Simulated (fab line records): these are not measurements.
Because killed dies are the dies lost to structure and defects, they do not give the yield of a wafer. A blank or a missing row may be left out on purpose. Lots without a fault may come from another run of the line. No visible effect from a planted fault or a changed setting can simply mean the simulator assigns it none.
Which of the tools did it?	flow sky130	12 lots, 35 wafers sampled, at 5 steps of a route of 708

## WHAT EACH GAUGE READ, for each wafer
The record holds no reading of a measuring or inspecting step that can be judged against a usual standard deviation.

## TOOL THAT RAN EACH LOT (tool first, then ch and the chambers of the sampled wafers, then the start)
lot	SKY_VIA3_ETCH_15	SKY_CAP2M_STRIP_14	SKY_VIA4_CVD_18	SKY_PASSIVATION_ETCH_11	SKY_PAD_OPEN_PROBE_99
L621	rie diel-02 ch 0,1,3, day 39 20:25	plasma asher-03 ch 0, day 40 21:10	cvd w-02 ch 0,1, day 42 22:16	rie diel-03 ch 0,2,3, day 44 21:52	prober-01, day 45 21:59
L626	rie diel-01 ch 1,2, day 41 12:58	plasma asher-02 ch 0,1, day 42 14:41	cvd w-01 ch 0,1, day 44 15:51	rie diel-03 ch 0,2,3, day 46 12:37	prober-02, day 47 09:47
L627	rie diel-01 ch 1,2, day 41 22:28	plasma asher-02 ch 0,1, day 43 00:02	cvd w-02 ch 0,1, day 44 23:15	rie diel-03 ch 0,2,3, day 46 19:07	prober-02, day 47 17:37
L628	rie diel-02 ch 1,2,3, day 42 08:52	plasma asher-02 ch 1, day 43 10:16	cvd w-01 ch 1, day 45 08:28	rie diel-04 ch 0,2,3, day 47 03:16	prober-01, day 48 01:14
L631	rie diel-02 ch 2,3, day 42 23:55	plasma asher-03 ch 0,1, day 43 23:44	cvd w-02 ch 0,1, day 45 21:52	rie diel-01 ch 0,1,2, day 47 16:22	prober-02, day 48 14:52
L632	rie diel-02 ch 1,2,3, day 43 10:43	plasma asher-03 ch 0,1, day 44 10:43	cvd w-01 ch 0,1, day 46 08:04	rie diel-04 ch 0,2, day 48 02:07	prober-02, day 49 00:38
L633	rie diel-01 ch 0,3, day 43 11:07	plasma asher-02 ch 0, day 44 11:25	cvd w-01 ch 1, day 46 09:01	rie diel-01 ch 2,3, day 48 03:43	prober-01, day 49 01:31
L635	rie diel-04 ch 1,2,3, day 43 15:47	plasma asher-02 ch 0,1, day 44 15:58	cvd w-01 ch 0,1, day 46 13:55	rie diel-01 ch 0,1,2, day 48 08:22	prober-01, day 49 05:10
L636	rie diel-04 ch 1,2,3, day 44 08:07	plasma asher-02 ch 0,1, day 45 07:21	cvd w-01 ch 0,1, day 47 03:35	rie diel-04 ch 0,1,2, day 48 20:34	prober-01, day 49 15:47
L637	rie diel-04 ch 0,1,3, day 44 12:22	plasma asher-01 ch 0,1, day 45 12:06	cvd w-02 ch 0,1, day 47 07:51	rie diel-03 ch 1,2,3, day 48 23:55	prober-01, day 49 19:52
L639	rie diel-04 ch 0,1, day 44 21:02	plasma asher-03 ch 0,1, day 45 19:45	cvd w-01 ch 0,1, day 47 15:02	rie diel-04 ch 1,2,3, day 49 07:49	prober-01, day 50 03:31
L642	rie diel-01 ch 1,2,3, day 46 02:40	plasma asher-02 ch 0,1, day 46 23:31	cvd w-02 ch 1, day 48 17:17	rie diel-03 ch 0,1,2, day 50 05:49	prober-01, day 50 23:33
- SKY_VIA3_ETCH_15: etches SiO2 in C4F8/O2/Ar, stops on TiN, target depth 507 nm, time 78 s.
- SKY_CAP2M_STRIP_14: strips in O2/N2.
- SKY_VIA4_CVD_18: deposits W, target thk 505 nm, time 152.14 s.
- SKY_PASSIVATION_ETCH_11: etches the open film in CF4/O2, stops on AlCu, target depth 725 nm, time 161.1 s.
- SKY_PAD_OPEN_PROBE_99

## AS READ BY THE TOOLS THEMSELVES (means over the sampled wafers that have a number; for cases with no such wafer, the mark the record gives instead)
SKY_VIA3_ETCH_15. Usual: oes product au 0.945 a.u., standard deviation 0.0048; rf fwd power W 1488 W, standard deviation 5.4.
lot	tool	oes product au (a.u.)	rf fwd power W (W)	flag
L621	rie diel-02	0.943	1490	
L626	rie diel-01	0.946	1490	
L627	rie diel-01	0.948	1492	
L628	rie diel-02	0.940	1483	
L631	rie diel-02	0.946	1491	
L632	rie diel-02	0.948	1485	
L633	rie diel-01	0.948	1488	
L635	rie diel-04	0.947	1492	
L636	rie diel-04	0.944	1491	
L637	rie diel-04	0.936	1489	
L639	rie diel-04	0.949	1486	
L642	rie diel-01	0.947	1494	

SKY_CAP2M_STRIP_14. Usual: drypump motor current A 5.81 A, standard deviation 0.28; oes product au 0.710 a.u., standard deviation 0.0046; strip time to endpoint s 12.64 s, standard deviation 0.048.
lot	tool	drypump motor current A (A)	oes product au (a.u.)	strip time to endpoint s (s)	flag
L621	plasma asher-03	5.50	0.709	12.57	
L626	plasma asher-02	6.08	0.709	12.65	
L627	plasma asher-02	5.92	0.710	12.64	
L628	plasma asher-02	6.25	0.712	12.54	
L631	plasma asher-03	5.50	0.710	12.73	
L632	plasma asher-03	5.50	0.709	12.64	
L633	plasma asher-02	5.73	0.707	12.64	
L635	plasma asher-02	6.07	0.710	12.69	
L636	plasma asher-02	5.90	0.709	12.65	
L637	plasma asher-01	5.77	0.710	12.63	
L639	plasma asher-03	5.53	0.708	12.61	
L642	plasma asher-02	6.09	0.710	12.68	

SKY_VIA4_CVD_18. Usual: heater power w at 834 W, with a standard deviation of 74.
lot	tool	heater power w (W)	flag
L621	cvd w-02	831	
L626	cvd w-01	840	
L627	cvd w-02	862	
L628	cvd w-01	882	
L631	cvd w-02	867	
L632	cvd w-01	837	
L633	cvd w-01	906	
L635	cvd w-01	844	
L636	cvd w-01	777	
L637	cvd w-02	872	
L639	cvd w-01	844	
L642	cvd w-02	826	

SKY_PASSIVATION_ETCH_11. Usual: drypump motor current A 5.8 A, standard deviation 0.46; oes product au 0.976 a.u., standard deviation 0.0099; rf fwd power W 796.6 W, standard deviation 2.9; throttle valve pct 5.964 %, standard deviation 0.0096.
lot	tool	drypump motor current A (A)	oes product au (a.u.)	rf fwd power W (W)	throttle valve pct (%)	flag
L621	rie diel-03	5.9	0.979	795.5	5.970	
L626	rie diel-03	5.9	0.964	793.5	5.967	
L627	rie diel-03	5.9	0.972	796.6	5.964	
L628	rie diel-04	5.5	0.979	796.6	5.962	
L631	rie diel-01	5.8	0.974	799.2	5.962	
L632	rie diel-04	5.8	0.982	800.0	5.974	
L633	rie diel-01	6.1	0.986	802.5	5.973	
L635	rie diel-01	5.8	0.976	797.3	5.956	
L636	rie diel-04	5.9	0.970	794.2	5.957	
L637	rie diel-03	5.9	0.979	796.4	5.971	
L639	rie diel-04	5.5	0.973	795.2	5.968	
L642	rie diel-03	5.8	0.974	794.5	5.967	

SKY_PAD_OPEN_PROBE_99. Usual: defect limited yield 82.6 %, standard deviation 1.8; killed_at_M0_to_M3 43, standard deviation 6.3; killed_at_M4_up 3.0, standard deviation 1.6; killed at contacts 25, standard deviation 5; killed at front end 15, standard deviation 4.4; killed at other 0.3, standard deviation 0.8; killed dies 85, standard deviation 8.7; killed open 47, standard deviation 6.9; killed short 38, standard deviation 6.3.
lot	tool	defect limited yield (%)	killed_at_M0_to_M3	killed_at_M4_up	killed at contacts	killed at front end	killed at other	killed dies	killed open	killed short	flag
L621	prober-01	84.3	34	1.7	26	15	0.3	77	42	35	
L626	prober-02	81.8	43	3.0	31	12	0.7	90	52	37	
L627	prober-02	81.4	44	2.7	27	17	0.3	91	53	38	
L628	prober-01	82.0	42	1.3	28	16	0.7	88	47	38	
L631	prober-02	81.7	39	3.3	30	16	1.7	90	54	35	
L632	prober-02	83.5	42	3.0	20	17	0.0	81	44	36	
L633	prober-01	83.3	40	2.0	22	18	0.5	82	48	34	
L635	prober-01	83.5	44	1.7	22	13	0.0	81	41	40	
L636	prober-01	83.1	40	3.0	26	15	0.0	83	43	40	
L637	prober-01	82.9	43	2.3	28	11	0.0	84	51	33	
L639	prober-01	72.8	38	57.3	25	13	0.3	134	45	34	OFF
L642	prober-01	83.7	43	3.7	21	12	0.3	80	45	35	

## THE ANSWER, worked out from the rows above alone
Rule: lot off if the mean of its wafers having a number is beyond 3 standard deviations from the usual mean. Also off: a lot with no number at a reading for which 4 or more lots have one. Where the step has rows for the other lots, those lots are counted as sound. Order of review: gauges by route order, followed by the tools' own readings, for which a lot's mean as printed above is used. At the first step where some lot is off, the reading lying furthest off is the one used; lots without a number count as furthest.
Off: L639 (SKY_PAD_OPEN_PROBE_99, killed_at_M4_up).
A tool fits if, at that step or a process step before it, it ran every lot that is off, and no sound lot after the first of them. Can't be told from this: 3 tools fit, rie diel-04 at SKY_VIA3_ETCH_15 and SKY_PASSIVATION_ETCH_11, plasma asher-03 at SKY_CAP2M_STRIP_14, cvd w-01 at SKY_VIA4_CVD_18.

## WHAT HAD BEEN PUT IN BY THE SIMULATOR
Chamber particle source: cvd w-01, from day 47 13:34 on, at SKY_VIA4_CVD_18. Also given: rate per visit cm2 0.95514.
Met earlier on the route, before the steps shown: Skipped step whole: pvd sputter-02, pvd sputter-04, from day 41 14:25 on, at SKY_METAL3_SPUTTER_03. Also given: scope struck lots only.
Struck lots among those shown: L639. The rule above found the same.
